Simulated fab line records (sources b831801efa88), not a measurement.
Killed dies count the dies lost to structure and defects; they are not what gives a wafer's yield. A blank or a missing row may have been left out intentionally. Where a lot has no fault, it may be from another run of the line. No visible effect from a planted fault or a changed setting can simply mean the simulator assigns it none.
Comparing a struck lot with a sound one ; flow sky130 ; 17 out of 708 route steps
Sound: these wafers, L296.3, L296.5, L296.6. Wafers L301.2, L301.3, L301.5 were the ones struck. The cause comes at the end.
For every step that has rows: the tool of each side, followed by ch and its chambers, followed by its first start. Under that, the readings that differ: sound wafers ; struck wafers ; difference of the means ; sigmas: that difference in standard deviations of wafers without a fault.
alike: readings whose means differ by less than 2 such deviations, and words and numbers that are the same on both sides. not compared: withheld readings, readings that some wafer has no value for, bounds like >300 that may hide the same value, and numbers for which the record gives no deviation and whose values overlap.
Wherever a step has rows on one side only, a row that says differs or no value, or a row with sigmas, the two part there. Non-overlapping numbers with no deviation appear without sigmas and do not part them. Lack of a reading on every wafer of one side parts them only where that side has two or more wafers.

first, 2 steps without rows for these wafers: SKY_NWELL_IMPLANT_12; SKY_NWELL_IMPLANT_13.
SKY_NWELL_STRIP_14: strips in O2/N2.
  sound on plasmaAsher-01 ch 0,1, day 6 14:27; struck on plasmaAsher-02 ch 0,1, day 7 23:46
  alike: drypumpMotorCurrentA, o2FlowSccm, oesProductAu, stripTimeToEndpointS
  not compared: rfHoursCounterH
SKY_NWELL_TW_MEAS_15:
  sound: filmMetro-02 at day 6 14:32; struck: filmMetro-01 at day 7 23:52
  alike: NWELL_TW
then, 7 steps without rows for these wafers: SKY_NWELL_DEHYDRATE_16 (time 60 s); SKY_NWELL_HMDS_17 (prime time 60 s); SKY_NWELL_COAT_18 (resist thk 3000 nm); SKY_NWELL_SOFTBAKE_19; SKY_NWELL_EXPOSE_20 (exposes mask NWM COMPLEMENT, target cd 840 nm); SKY_NWELL_PEB_21; SKY_NWELL_DEVELOP_22 (develop time 60 s).
SKY_NWELL_OVL_MEAS_23:
  sound: overlay-02 at day 7 09:47; struck: overlay-01 at day 8 18:46
  alike: NWELL_01_OVL
SKY_NWELL_IMPLANT_24:
  sound on implanter-01 ch 0, day 7 09:51; struck on implanter-03 ch 0, day 8 18:50
reading;sound;struck;difference;sigmas
doseIonsCm2;9.205e+12 9.21e+12 9.189e+12;7.965e+12 7.976e+12 7.981e+12;-1.227e+12;-99 or more
faradayCurrentUA;53.4 50.2 51.8;44.6 45.3 44.6;-7.0;-7
SKY_NWELL_STRIP_25: strips in O2/N2.
  sound on plasmaAsher-01 ch 0,1, day 7 09:59; struck on plasmaAsher-02 ch 0,1, day 8 18:57
  alike: drypumpMotorCurrentA, o2FlowSccm, oesProductAu, stripTimeToEndpointS
  not compared: rfHoursCounterH
SKY_NWELL_TW_MEAS_26:
  sound: filmMetro-04 at day 7 10:04; struck: filmMetro-02 at day 8 19:04
reading;sound;struck;difference;sigmas
NWELL_2_TW;502 500 505;469 471 474;-31;-5
then, 1 step without rows for these wafers: SKY_NWELL_CLEAN_27 (cleans in SC1/SC2, time 150 s).
-- the record jumps here: 40 days lie between the struck wafers' starts before and after (it left off in module NWELL and takes up again in module PAD_OPEN, whose first step shown is number 708 of the route) --
SKY_PAD_OPEN_PROBE_99:
  sound: prober-01 at day 47 18:07; struck: prober-02 at day 49 01:32
reading;sound;struck;difference;sigmas
model.etest.pfet_16v.rOnOhmUm;1.571e+04 1.555e+04 1.563e+04;1.66e+04 1.643e+04 1.647e+04;+8.70e+02;
model.etest.resIsoPwell.rsOhmSq;3381 3324 3338;3897 3763 3883;+500;
model.etest.resPwellUnderGate.rsOhmSq;2295 2318 2302;2501 2501 2490;+192;
model.etest.resIsoPwell.lineOhmUm;1266 1244 1249;1499 1426 1486;+217;
model.etest.pfet_16v.driveUaUm;241.6 241.4 239.4;229.8 230.6 228.5;-11.2;
model.etest.fieldN.vtV (V);36.72 36.53 36.66;33.57 33.39 33.53;-3.14;
model.etest.nfet_05v0_nvt.bodyRiseV (V);0.3939 0.391 0.3899;0.4014 0.4089 0.3991;+0.0115;
  alike: killed_at_M0_to_M3, killed_at_M4_up, killedAtContacts, killedAtFrontEnd, killedAtOther, killedDies, killedOpen, killedShort
  not compared: model.etest.nfet_05v0_nvt.vtSatV

## WHERE THEY PART
At SKY_NWELL_IMPLANT_24 first; at SKY_NWELL_TW_MEAS_26 last (within this record only). Later steps at which nothing parts them and some readings are alike: SKY_PAD_OPEN_PROBE_99.

WHY: whatever the simulator had introduced
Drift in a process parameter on implanter-03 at SKY_NWELL_IMPLANT_24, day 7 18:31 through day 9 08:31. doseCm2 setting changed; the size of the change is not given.
